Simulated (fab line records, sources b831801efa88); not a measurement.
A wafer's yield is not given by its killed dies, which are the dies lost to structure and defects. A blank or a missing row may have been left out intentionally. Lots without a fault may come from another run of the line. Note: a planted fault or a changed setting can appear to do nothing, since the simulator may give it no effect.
A lot that was struck, set against a sound lot / flow sky130 / 15 out of 708 route steps
Sound: these wafers, L314.3, L314.4, L314.6. The struck wafers were L330.1, L330.2, L330.3. The cause is given at the end.
Order at every step that has rows: each side's tool, ch and its chambers, its first start. Under that, the readings that differ: sound wafers / struck wafers / difference of the means / sigmas: that difference in standard deviations of wafers without a fault.
alike: readings with means less than 2 such deviations apart, plus words and numbers identical on both sides. not compared: withheld readings, readings lacking a value on some wafer, bounds such as >300 that could conceal the same value, and numbers that have no deviation in the record and whose values overlap.
A row with sigmas, a row that says differs or no value, or rows on one side alone: a step with any of these is where the two part. Non-overlapping numbers with no deviation appear without sigmas and do not part them. A reading that every wafer of one side lacks parts them only if that side has two wafers or more.

first, 2 steps without rows for these wafers: SKY_NWELL_IMPLANT_12; SKY_NWELL_IMPLANT_13.
SKY_NWELL_STRIP_14: strips in O2/N2.
  sound on plasma_asher-02 ch 0,1, day 5 19:23; struck on plasma_asher-02 ch 0,1, day 9 17:11
  alike: drypump_motor_current_A, oes_product_au, strip_time_to_endpoint_s
  not compared: rf_hours_counter_h
SKY_NWELL_TW_MEAS_15:
  sound on film_metro-04 at day 5 19:28; struck on film_metro-01 at day 9 17:17
  alike: NWELL_TW
then, 7 steps without rows for these wafers: SKY_NWELL_DEHYDRATE_16 (time 60 s); SKY_NWELL_HMDS_17 (prime time 60 s); SKY_NWELL_COAT_18 (resist thk 3000 nm); SKY_NWELL_SOFTBAKE_19; SKY_NWELL_EXPOSE_20 (exposes mask NWM COMPLEMENT, target cd 840 nm); SKY_NWELL_PEB_21; SKY_NWELL_DEVELOP_22 (develop time 60 s).
SKY_NWELL_OVL_MEAS_23:
  sound on overlay-01 at day 6 13:43; struck on overlay-02 at day 10 16:49
  alike: NWELL_01_OVL
SKY_NWELL_IMPLANT_24:
  sound on implanter-02 ch 0, day 6 13:47; struck on implanter-02 ch 0, day 10 16:50
reading=beam_energy_keV; sound=139.97 139.96 140.01; struck=127.32 127.24 127.25; difference=-12.71; sigmas=-99 or more
reading=model.implant.drp_nm (nm); sound=95.47 95.47 95.47; struck=92.01 92.01 92.01; difference=-3.46; sigmas=
SKY_NWELL_STRIP_25: strips in O2/N2.
  sound on plasma_asher-01 ch 0,1, day 6 13:56; struck on plasma_asher-03 ch 0,1, day 10 16:59
  alike: drypump_motor_current_A, oes_product_au, strip_time_to_endpoint_s
  not compared: rf_hours_counter_h
-- the record jumps here: 40 days lie between the struck wafers' starts before and after (it left off in module NWELL and takes up again in module PAD_OPEN, whose first step shown is number 708 of the route) --
SKY_PAD_OPEN_PROBE_99:
  sound on prober-01 at day 47 10:56; struck on prober-02 at day 50 21:35
reading=model.etest.res_iso_pwell.rs_ohm_sq; sound=2795 2736 2831; struck=3979 3968 4081; difference=+1222; sigmas=
reading=model.etest.pfet_16v.r_on_ohm_um; sound=1.522e+04 1.525e+04 1.539e+04; struck=1.588e+04 1.596e+04 1.618e+04; difference=+7.200e+02; sigmas=
reading=model.etest.res_iso_pwell.line_ohm_um; sound=1045 1039 1068; struck=1519 1488 1538; difference=+464; sigmas=
reading=model.etest.tip_n_5v.rs_ohm_sq; sound=1367 1368 1368; struck=1428 1438 1434; difference=+66; sigmas=
reading=model.etest.res_iso_pwell.width_nm (nm); sound=2671 2646 2658; struck=2636 2631 2632; difference=-25; sigmas=
reading=model.etest.res_nwell.width_nm (nm); sound=836.5 831.5 837.2; struck=859 861.1 864.1; difference=+26; sigmas=
reading=model.etest.field_n.vt_v (V); sound=35.82 35.49 36.12; struck=33.94 33.95 33.83; difference=-1.90; sigmas=
  alike: killed_at_M0_to_M3, killed_at_M4_up, killed_at_contacts, killed_at_front_end, killed_at_other, killed_dies, killed_open, killed_short
  not compared: model.etest.pfet_16v.drive_ua_um

== WHERE THEY PART ==
Within this record, at SKY_NWELL_IMPLANT_24 only. Later steps at which nothing parts them and some readings are alike: SKY_NWELL_STRIP_25, SKY_PAD_OPEN_PROBE_99.

WHY: what had been put in by the simulator
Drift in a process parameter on implanter-02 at SKY_NWELL_IMPLANT_24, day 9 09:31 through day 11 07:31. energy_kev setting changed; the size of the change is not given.
